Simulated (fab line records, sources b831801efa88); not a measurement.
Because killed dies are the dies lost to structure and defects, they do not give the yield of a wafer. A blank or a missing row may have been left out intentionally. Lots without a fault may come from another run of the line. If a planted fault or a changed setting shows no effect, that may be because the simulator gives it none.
Code-filled problem report in 8D (eight disciplines) form	flow sky130	the parts of the form that need people (team, actions taken, sign-off) are left out

1. WHAT IS WRONG
Wafers without a fault read 14, standard deviation 4.3; killed_at_front_end at SKY_PAD_OPEN_PROBE_99 reads a mean of 61 on 6 wafers belonging to 2 lots. Measured from the usual mean, that is +11 standard deviations.
Earliest sighting: wafer L993.1 on prober-02 at day 48 15:20. The record holds 24 wafers of 8 lots with a number at this step. Rule for "out", or "out of limits": more than 4 standard deviations from the usual mean. All remaining wafers that have a number are taken as sound.

2. WHAT IT IS, WHAT IT ISN'T
question	is	is not
which readings at this step	killed_at_front_end	killed_at_M0_to_M3, killed_at_M4_up, killed_at_contacts, killed_at_other, killed_on_rim, killed_open
which lots	L993, L994	L103, L985, L987, L992, L997, L999
which wafers of those lots	all that have a number	-
read on which tools	prober-01, prober-02	-
when	from day 48 15:20	up to then (9 sound wafers); but 9 sound wafers of L103, L997, L999 came after

3. THE SUSPECTS, EACH WITH WHAT RULES IT OUT
Counting: any tool at a process step up to the reading is kept as a suspect provided that every lot that is out went through it and no sound lot did after the first of them.
- wet_bench-02 at SKY_NWELL_CLEAN_00 (cleans in SC1/SC2, time 150 s): kept. It ran every lot that is out, first L993 (day 4 18:38), and no sound lot after that; its last sound lot up to then is L992 (day 4 14:47).
- cvd_w-02 at SKY_VIA2_CVD_21 (deposits W, target thk 420 nm, time 126.4 s): ruled out as a lasting fault. The sound lots L997 went through it after L993, its earliest lot that is out (day 39 22:44).
After counting, what remains is wet_bench-02 at SKY_NWELL_CLEAN_00.

4. THE CAUSE (what the simulator had put in)
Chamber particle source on wet_bench-02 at SKY_NWELL_CLEAN_00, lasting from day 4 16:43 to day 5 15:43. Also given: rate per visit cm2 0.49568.
Counting left only this tool.

5. THE CHAIN OF EFFECTS, in route order
One row per reading whose mean, taken over the struck wafers that have a number, lies over 3 standard deviations from the usual. Only readings whose record carries a usual standard deviation are examined. hours: median over the lots of the time between each lot's start at the first step of this table that gives one and its start at this step. sigmas: the change, counted in usual standard deviations.
hours	step	reading	usual	on struck wafers	change	sigmas
0	SKY_PAD_OPEN_PROBE_99	killed_at_front_end	14	61	+47	+11
0	SKY_PAD_OPEN_PROBE_99	killed_dies	85	128	+43	+4.9
Here are the process steps it includes:
- SKY_PAD_OPEN_PROBE_99

6. HOW IT WOULD HAVE BEEN CAUGHT EARLIER
1055 hours passed between the start of the fault at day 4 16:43 and the first reading out of limits in this record, taken at day 48 15:20.
Each of the lots that are out, 2 in all, had begun SKY_NWELL_CLEAN_00 on wet_bench-02 no later than day 48 15:20. Had the tool been put on hold then, not one of them would have been saved.
